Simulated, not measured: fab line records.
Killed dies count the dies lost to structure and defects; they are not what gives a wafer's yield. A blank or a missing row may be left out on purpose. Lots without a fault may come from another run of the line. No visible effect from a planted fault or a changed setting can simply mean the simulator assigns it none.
What tool caused it? | flow gf180mcu | Sampling: 12 lots, 36 wafers, 6 of 602 route steps

== WHAT EACH GAUGE READ, for each wafer ==
GF_NSD_CD_MEAS_07 targets a cd of 400 nm. Usual: cdNm reads 399.5 nm (standard deviation 2.9).
lot  | measured     | on       | cdNm (nm)         | flag
L542 | day 13 20:09 | cdSem-01 | 395.1 396.6 396.1 | 
L543 | day 13 22:19 | cdSem-02 | 397.4 398.2 400.3 | 
L545 | day 14 15:51 | cdSem-02 | 396.6 398.2 395.7 | 
L546 | day 14 20:47 | cdSem-02 | 402.0 400.4 401.6 | 
L547 | day 14 22:01 | cdSem-02 | 395.9 395.6 392.6 | 
L549 | day 15 16:26 | cdSem-02 | 397.4 398.7 399.5 | 
L554 | day 17 15:13 | cdSem-02 | 400.7 403.7 402.0 | 
L555 | day 18 02:22 | cdSem-01 | 396.3 396.8 398.2 | 
L557 | day 18 11:50 | cdSem-01 | 400.2 397.9 398.4 | 
L558 | day 18 16:55 | cdSem-01 | 405.0 404.0 404.3 | 
L562 | day 20 06:43 | cdSem-01 | 401.1 402.0 402.0 | 
L564 | day 21 00:18 | cdSem-01 | 403.5 400.1 403.6 | 

GF_PSD_CD_MEAS_07 targets a cd of 400 nm. Usual: cdNm reads 400.1 nm (standard deviation 2).
lot  | measured     | on       | cdNm (nm)         | flag
L542 | day 14 17:58 | cdSem-02 | 400.9 402.0 398.3 | 
L543 | day 14 19:23 | cdSem-02 | 403.9 403.9 402.4 | 
L545 | day 15 13:20 | cdSem-01 | 399.2 398.1 399.4 | 
L546 | day 15 18:32 | cdSem-01 | 402.2 404.2 403.5 | 
L547 | day 15 20:31 | cdSem-01 | 402.6 399.5 402.2 | 
L549 | day 16 14:35 | cdSem-02 | 401.4 399.8 400.3 | 
L554 | day 18 14:55 | cdSem-01 | 399.5 398.7 397.8 | 
L555 | day 19 02:11 | cdSem-01 | 403.4 400.4 400.1 | 
L557 | day 19 12:50 | cdSem-02 | 399.2 401.1 396.7 | 
L558 | day 19 18:05 | cdSem-02 | 400.7 399.8 400.7 | 
L562 | day 21 06:56 | cdSem-02 | 401.2 400.8 401.7 | 
L564 | day 22 00:23 | cdSem-01 | 399.4 401.5 399.8 | 

GF_PSD_OVL_MEAS_08. Usual: PSD_OVL typically reads 0.1 nm, with standard deviation 1.2.
lot  | measured     | on         | PSD_OVL (nm)   | flag
L542 | day 14 18:03 | overlay-01 | -0.3 -0.5 -0.8 | 
L543 | day 14 19:31 | overlay-02 | -0.6 2.1 0.5   | 
L545 | day 15 13:26 | overlay-01 | -1.2 -1.1 -1.5 | 
L546 | day 15 18:40 | overlay-02 | 0.4 -0.6 -0.8  | 
L547 | day 15 20:36 | overlay-01 | 0.5 -1.4 2.2   | 
L549 | day 16 14:42 | overlay-01 | 1.2 0.9 -1.0   | 
L554 | day 18 15:02 | overlay-01 | 1.4 0.7 -0.5   | 
L555 | day 19 02:19 | overlay-01 | 1.2 -1.5 -0.2  | 
L557 | day 19 12:57 | overlay-02 | 2.3 0.9 1.4    | 
L558 | day 19 18:12 | overlay-01 | -2.5 -0.7 -1.0 | 
L562 | day 21 07:04 | overlay-01 | -3.0 -3.2 -1.5 | 
L564 | day 22 00:29 | overlay-02 | 0.6 0.2 2.1    | 

GF_PSD_RS_MEAS_14: uses a four-point probe to measure. Usual: NSD_RS typically reads 46.08 ohm/sq, with standard deviation 0.081.
lot  | measured     | on           | NSD_RS (ohm/sq)                     | flag
L542 | day 14 18:34 | filmMetro-02 | 46.07 46.12 46.11                   | 
L543 | day 14 19:59 | filmMetro-04 | 46.15 46.14 46.06                   | 
L545 | day 15 13:56 | filmMetro-03 | 46.11 46.16 46.19                   | 
L546 | day 15 19:08 | filmMetro-03 | 46.15 46.05 46.04                   | 
L547 | day 15 21:07 | filmMetro-04 | 46.08 46.05 45.99                   | 
L549 | day 16 15:11 | filmMetro-03 | 46.15 46.23 46.11                   | 
L554 | day 18 15:35 | filmMetro-03 | 46.11 46.14 46.09                   | 
L555 | day 19 02:48 | filmMetro-02 | 46.03 45.96 45.99                   | 
L557 | day 19 13:26 | filmMetro-03 | 45.09 44.98 44.95 45.07 45.01 45.10 | OFF
L558 | day 19 18:41 | filmMetro-04 | 45.09 45.06 45.05 45.13 45.14 45.11 | OFF
L562 | day 21 07:32 | filmMetro-03 | 46.12 46.16 46.25                   | 
L564 | day 22 00:59 | filmMetro-03 | 46.21 46.25 46.18                   | 

== WHICH TOOL RAN EACH LOT (tool, then ch and the chambers of the sampled wafers, then the start) ==
lot  | GF_NSD_IMPLANT_09               | GF_NSD_STRIP_11
L542 | implanter-02 ch 0, day 13 20:19 | plasmaAsher-01 ch 0,1, day 13 20:36
L543 | implanter-01 ch 0, day 13 22:29 | plasmaAsher-02 ch 0,1, day 13 22:47
L545 | implanter-02 ch 0, day 14 16:01 | plasmaAsher-03 ch 0,1, day 14 16:17
L546 | implanter-01 ch 0, day 14 20:56 | plasmaAsher-01 ch 0,1, day 14 21:14
L547 | implanter-03 ch 0, day 14 22:11 | plasmaAsher-02 ch 0,1, day 14 22:28
L549 | implanter-02 ch 0, day 15 16:35 | plasmaAsher-01 ch 0,1, day 15 16:52
L554 | implanter-01 ch 0, day 17 15:22 | plasmaAsher-02 ch 0,1, day 17 15:40
L555 | implanter-01 ch 0, day 18 02:32 | plasmaAsher-02 ch 0,1, day 18 02:50
L557 | implanter-02 ch 0, day 18 12:15 | plasmaAsher-02 ch 0,1, day 18 12:32
L558 | implanter-02 ch 0, day 18 17:05 | plasmaAsher-02 ch 0,1, day 18 17:23
L562 | implanter-01 ch 0, day 20 06:52 | plasmaAsher-01 ch 0,1, day 20 07:10
L564 | implanter-03 ch 0, day 21 00:28 | plasmaAsher-02 ch 0,1, day 21 00:44
- GF_NSD_IMPLANT_09
- GF_NSD_STRIP_11: strips in O2/N2.

== WHAT THE TOOLS THEMSELVES READ (means of the sampled wafers that have a number; where no wafer has one, the mark that the record gives instead) ==
GF_NSD_IMPLANT_09. Usual: doseIonsCm2 4.002e+15, standard deviation 4.2e+12; faradayCurrentUA 11428, standard deviation 1700.
lot  | tool         | doseIonsCm2 | faradayCurrentUA | flag
L542 | implanter-02 | 4.002e+15   | 9934             | 
L543 | implanter-01 | 3.998e+15   | 10790            | 
L545 | implanter-02 | 3.995e+15   | 10113            | 
L546 | implanter-01 | 4.006e+15   | 10902            | 
L547 | implanter-03 | 3.999e+15   | 14244            | 
L549 | implanter-02 | 3.998e+15   | 10075            | 
L554 | implanter-01 | 4.002e+15   | 10765            | 
L555 | implanter-01 | 4.000e+15   | 10668            | 
L557 | implanter-02 | 4.861e+15   | 10284            | OFF
L558 | implanter-02 | 4.860e+15   | 10072            | OFF
L562 | implanter-01 | 3.998e+15   | 11116            | 
L564 | implanter-03 | 4.000e+15   | 14061            | 

GF_NSD_STRIP_11. Usual: drypumpMotorCurrentA 5.3 A, standard deviation 0.56; heaterPowerW 347 W, standard deviation 23; oesProductAu 0.487 a.u., standard deviation 0.0044; stripTimeToEndpointS 22.97 s, standard deviation 0.041.
lot  | tool           | drypumpMotorCurrentA (A) | heaterPowerW (W) | oesProductAu (a.u.) | stripTimeToEndpointS (s) | flag
L542 | plasmaAsher-01 | 5.8                      | 353              | 0.483               | 22.99                    | 
L543 | plasmaAsher-02 | 4.8                      | 345              | 0.485               | 22.91                    | 
L545 | plasmaAsher-03 | 6.0                      | 317              | 0.490               | 22.94                    | 
L546 | plasmaAsher-01 | 5.4                      | 366              | 0.492               | 22.98                    | 
L547 | plasmaAsher-02 | 4.8                      | 350              | 0.485               | 22.96                    | 
L549 | plasmaAsher-01 | 5.4                      | 372              | 0.486               | 23.00                    | 
L554 | plasmaAsher-02 | 4.8                      | 350              | 0.485               | 22.92                    | 
L555 | plasmaAsher-02 | 4.8                      | 351              | 0.489               | 22.98                    | 
L557 | plasmaAsher-02 | 4.8                      | 348              | 0.480               | 23.70                    | OFF
L558 | plasmaAsher-02 | 4.9                      | 350              | 0.484               | 23.70                    | OFF
L562 | plasmaAsher-01 | 5.8                      | 355              | 0.485               | 22.96                    | 
L564 | plasmaAsher-02 | 4.9                      | 352              | 0.489               | 22.93                    | 

== THE ANSWER, worked out from the rows above alone ==
Rule: a lot is off if the mean of its wafers that have a number lies more than 3 standard deviations from the usual mean. A lot without any number at a reading at which 4 lots or more have one is off too. All remaining lots with rows at the step are treated as sound. First the gauges in route order, then the tools' own readings, where a lot's mean is used as printed above. The first step at which some lot is off is used, and at that step the reading that is off furthest; a lot without a number counts as furthest.
Off: L557, L558, seen at GF_PSD_RS_MEAS_14 (NSD_RS).
A tool fits if, at a process step before that reading, it ran every lot that is off, and no sound lot after the first of them. Not tried: the gauges at GF_PSD_RS_MEAS_14; whatever is off there is also off at GF_NSD_IMPLANT_09, on other tools, and gauge error can't account for it. One fits: implanter-02 at GF_NSD_IMPLANT_09. A fault onset in the window from L549 (day 15 16:35, its last sound lot) to L557 (day 18 12:15, its first lot off) fits.
The tool's own readings at GF_NSD_IMPLANT_09 bear it out: on the lots that are off they differ by more than 5 times the standard deviation of the sound lots' means. doseIonsCm2 reads 4.860e+15 there against 4.000e+15 on the sound lots.

== WHAT THE SIMULATOR HAD INSERTED ==
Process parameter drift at GF_NSD_IMPLANT_09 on implanter-02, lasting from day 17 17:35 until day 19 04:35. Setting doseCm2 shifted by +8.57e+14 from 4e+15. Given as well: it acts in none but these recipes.
Struck lots among those shown: L557, L558. The same result came from the rule above.
